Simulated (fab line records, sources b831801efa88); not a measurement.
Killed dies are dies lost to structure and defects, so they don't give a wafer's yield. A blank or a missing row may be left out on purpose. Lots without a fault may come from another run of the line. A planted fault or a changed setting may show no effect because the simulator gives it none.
Which tool did it? | flow gf180mcu | 12 lots, 36 wafers sampled, at 3 steps of a route of 602

WHAT THE GAUGES READ, wafer by wafer
GF_LVPWELL_OVL_MEAS_07. Usual: LVPWELL_OVL -0.1 nm, standard deviation 1.6.
lot  | measured    | on         | LVPWELL_OVL (nm)     | flag
L561 | day 4 02:16 | overlay-01 | -1.1 -2.5 -1.8       |
L562 | day 4 06:50 | overlay-02 | -0.6 1.1 -1.4        |
L564 | day 4 19:29 | overlay-02 | -0.8 -1.8 -1.3       |
L565 | day 5 03:37 | overlay-01 | -141.4 -141.6 -141.3 | OFF
L567 | day 5 12:41 | overlay-01 | -141.5 -142.0 -140.3 | OFF
L568 | day 5 15:45 | overlay-01 | -139.8 -140.4 -140.8 | OFF
L575 | day 7 10:02 | overlay-02 | -1.5 -1.1 0.5        |
L576 | day 7 14:22 | overlay-02 | 0.0 0.3 -1.2         |
L577 | day 7 20:37 | overlay-01 | 2.1 1.3 2.7          |
L579 | day 8 10:59 | overlay-02 | 1.4 1.2 1.2          |
L582 | day 9 02:32 | overlay-01 | 2.3 0.8 1.8          |
L583 | day 9 09:41 | overlay-01 | 2.1 3.2 2.1          |

GF_POLY_GATE_CD_MEAS_10: target cd 280 nm. Usual: cd_nm 280.0 nm, standard deviation 1.2.
lot  | measured     | on        | cd_nm (nm)        | flag
L561 | day 9 12:18  | cd_sem-01 | 279.9 279.6 280.9 |
L562 | day 9 18:43  | cd_sem-01 | 280.1 281.3 281.1 |
L564 | day 10 14:37 | cd_sem-01 | 278.4 279.3 278.4 |
L565 | day 11 00:40 | cd_sem-02 | 278.4 279.7 278.3 |
L567 | day 11 17:53 | cd_sem-02 | 279.4 281.0 281.1 |
L568 | day 11 17:28 | cd_sem-01 | 279.4 278.6 278.6 |
L575 | day 13 23:46 | cd_sem-01 | 280.5 279.5 280.4 |
L576 | day 14 05:37 | cd_sem-02 | 278.8 278.8 279.1 |
L577 | day 14 16:32 | cd_sem-02 | 280.0 279.2 279.0 |
L579 | day 15 07:23 | cd_sem-01 | 279.6 281.1 281.3 |
L582 | day 16 05:12 | cd_sem-01 | 282.2 281.8 281.3 |
L583 | day 16 15:00 | cd_sem-01 | 279.6 280.3 280.8 |

WHICH TOOL RAN EACH LOT (tool, then ch and the chambers of the sampled wafers, then the start)
lot  | GF_LVPWELL_EXPOSE_04
L561 | iline_stepper-02 ch 0, day 3 19:43
L562 | iline_stepper-01 ch 0, day 4 00:41
L564 | iline_stepper-02 ch 0, day 4 13:01
L565 | iline_stepper-02 ch 0, day 4 20:42
L567 | iline_stepper-02 ch 0, day 5 05:41
L568 | iline_stepper-02 ch 0, day 5 08:48
L575 | iline_stepper-01 ch 0, day 7 01:55
L576 | iline_stepper-01 ch 0, day 7 06:17
L577 | iline_stepper-01 ch 0, day 7 12:43
L579 | iline_stepper-01 ch 0, day 8 02:28
L582 | iline_stepper-01 ch 0, day 8 17:40
L583 | iline_stepper-01 ch 0, day 9 00:29
- GF_LVPWELL_EXPOSE_04: exposes mask LVPWELL, target cd 600 nm.

WHAT THE TOOLS THEMSELVES READ (means of the sampled wafers that have a number; where no wafer has one, the mark that the record gives instead)
GF_LVPWELL_EXPOSE_04. Usual: stage_vel_mm_s 500.03 mm/s, standard deviation 0.26.
lot  | tool             | stage_vel_mm_s (mm/s) | flag
L561 | iline_stepper-02 | 499.99                |
L562 | iline_stepper-01 | 500.01                |
L564 | iline_stepper-02 | 500.49                |
L565 | iline_stepper-02 | 499.90                |
L567 | iline_stepper-02 | 499.75                |
L568 | iline_stepper-02 | 499.83                |
L575 | iline_stepper-01 | 499.89                |
L576 | iline_stepper-01 | 500.02                |
L577 | iline_stepper-01 | 500.01                |
L579 | iline_stepper-01 | 500.30                |
L582 | iline_stepper-01 | 500.09                |
L583 | iline_stepper-01 | 500.10                |

THE ANSWER, worked out from the rows above alone
Rule: a lot is off if the mean of its wafers that have a number lies more than 3 standard deviations from the usual mean. A lot without any number at a reading at which 4 lots or more have one is off too. The other lots that the step has rows for count as sound. The gauges are gone through in route order, then the tools' own readings, and for those a lot's mean is taken as printed above. The first step at which some lot is off is used, and at that step the reading that is off furthest; a lot without a number counts as furthest.
Off: L565, L567, L568, at GF_LVPWELL_OVL_MEAS_07 (LVPWELL_OVL).
A tool fits if, at a process step before that reading, it ran every lot that is off, and no sound lot after the first of them. The gauges at GF_LVPWELL_OVL_MEAS_07 are tried like those tools. One fits: iline_stepper-02 at GF_LVPWELL_EXPOSE_04. Its last sound lot is L564 (day 4 13:01), its first lot that is off L565 (day 4 20:42): a fault that began between those two fits.

WHAT THE SIMULATOR HAD PUT IN
Scanner matching overlay: iline_stepper-02, from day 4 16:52 on, at GF_LVPWELL_EXPOSE_04. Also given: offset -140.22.
Lots struck among those shown: L565, L567, L568. The rule above found the same.
